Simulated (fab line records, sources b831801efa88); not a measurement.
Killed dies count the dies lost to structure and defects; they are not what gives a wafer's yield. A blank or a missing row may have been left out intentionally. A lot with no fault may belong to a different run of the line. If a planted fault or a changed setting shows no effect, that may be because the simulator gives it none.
Which tool is to blame? | flow gf180mcu | 11 lots with 33 wafers sampled at 4 steps, on a route of 602 steps

## WHAT THE GAUGES READ, wafer by wafer
GF_V5_RS_MEAS_24: measurement is done with a four-point probe.
lot  | measured     | on           | V5_W_RS (ohm/sq)
L182 | day 27 12:47 | filmMetro-03 | 0.330 0.322 0.323
L183 | day 27 16:35 | filmMetro-03 | 0.324 0.316 0.319
L184 | day 28 02:44 | filmMetro-01 | 0.324 0.326 0.318
L185 | day 28 06:43 | filmMetro-02 | 0.328 0.324 0.332
L189 | day 29 12:06 | filmMetro-03 | 0.228 0.229 0.323
L190 | day 29 18:01 | filmMetro-03 | 0.327 0.227 0.324
L196 | day 32 02:59 | filmMetro-01 | 0.322 0.329 0.327
L199 | day 32 13:13 | filmMetro-01 | 0.319 0.326 0.322
L200 | day 32 16:59 | filmMetro-03 | 0.324 0.324 0.327
L203 | day 33 10:02 | filmMetro-03 | 0.324 0.325 0.324
L204 | day 33 18:33 | filmMetro-01 | 0.322 0.328 0.328

## TOOL THAT RAN EACH LOT (tool first, then ch and the chambers of the sampled wafers, then the start)
lot  | GF_MIM_SPUTTER_01           | GF_V5_CVD_02                    | GF_V5_CVD_23
L182 | pvdSputter-02, day 24 18:32 | pecvd-03 ch 1,2, day 26 14:52   | cvdW-02 ch 0,1, day 27 12:41
L183 | pvdSputter-03, day 24 22:11 | pecvd-03 ch 0,1,2, day 26 19:01 | cvdW-02 ch 0,1, day 27 16:28
L184 | pvdSputter-03, day 25 09:52 | pecvd-03 ch 0,2, day 27 05:33   | cvdW-02 ch 0,1, day 28 02:37
L185 | pvdSputter-04, day 25 12:52 | pecvd-02 ch 1,2, day 27 09:25   | cvdW-01 ch 0,1, day 28 06:36
L189 | pvdSputter-02, day 26 21:06 | pecvd-03 ch 0,1,2, day 28 14:55 | cvdW-02 ch 0,1, day 29 11:58
L190 | pvdSputter-04, day 27 04:06 | pecvd-04 ch 0,1, day 28 21:31   | cvdW-02 ch 0,1, day 29 17:54
L196 | pvdSputter-03, day 29 18:00 | pecvd-02 ch 0,1,2, day 31 07:45 | cvdW-02 ch 0,1, day 32 02:51
L199 | pvdSputter-02, day 30 07:01 | pecvd-04 ch 0,1,2, day 31 19:19 | cvdW-02 ch 0,1, day 32 13:07
L200 | pvdSputter-03, day 30 09:44 | pecvd-04 ch 0,2, day 31 22:24   | cvdW-01 ch 0,1, day 32 16:52
L203 | pvdSputter-02, day 31 03:05 | pecvd-03 ch 0,1,2, day 32 15:50 | cvdW-02 ch 0,1, day 33 09:55
L204 | pvdSputter-02, day 31 11:59 | pecvd-04 ch 1,2, day 33 00:05   | cvdW-02 ch 0,1, day 33 18:26
- GF_MIM_SPUTTER_01: material TiN, target thk 30 nm, time 25 s.
- GF_V5_CVD_02: deposits SiO2 from TEOS, target thk 1450 nm, time 163.28 s.
- GF_V5_CVD_23: deposits W, target thk 350 nm, time 104.9 s.

## THE ANSWER, worked out from the rows above alone
Rule: the lots themselves supply what counts as usual. Put in order of their means at a reading, lots are off if they are a third of the lots or fewer, leave a main group of 4 or more, and stand apart from it by a gap of 3 or more times the standard deviation of the main group's means; of several such gaps the widest counts. A main group whose means are all the same, to the digits that the tables above print for the reading, isn't used. A lot without any number at a reading at which 4 lots or more have one is off too. Any other lot the step has rows for is counted as sound.
Off: L189, L190, at GF_V5_RS_MEAS_24 (V5_W_RS). Main group: mean 0.324 ohm/sq, sd 0.0023.
A tool fits if, at a process step before that reading, it ran every lot that is off, and no sound lot after the first of them. Gauges at GF_V5_RS_MEAS_24: tried the same way as those tools. None of those tried fits.

## WHAT THE SIMULATOR PUT IN
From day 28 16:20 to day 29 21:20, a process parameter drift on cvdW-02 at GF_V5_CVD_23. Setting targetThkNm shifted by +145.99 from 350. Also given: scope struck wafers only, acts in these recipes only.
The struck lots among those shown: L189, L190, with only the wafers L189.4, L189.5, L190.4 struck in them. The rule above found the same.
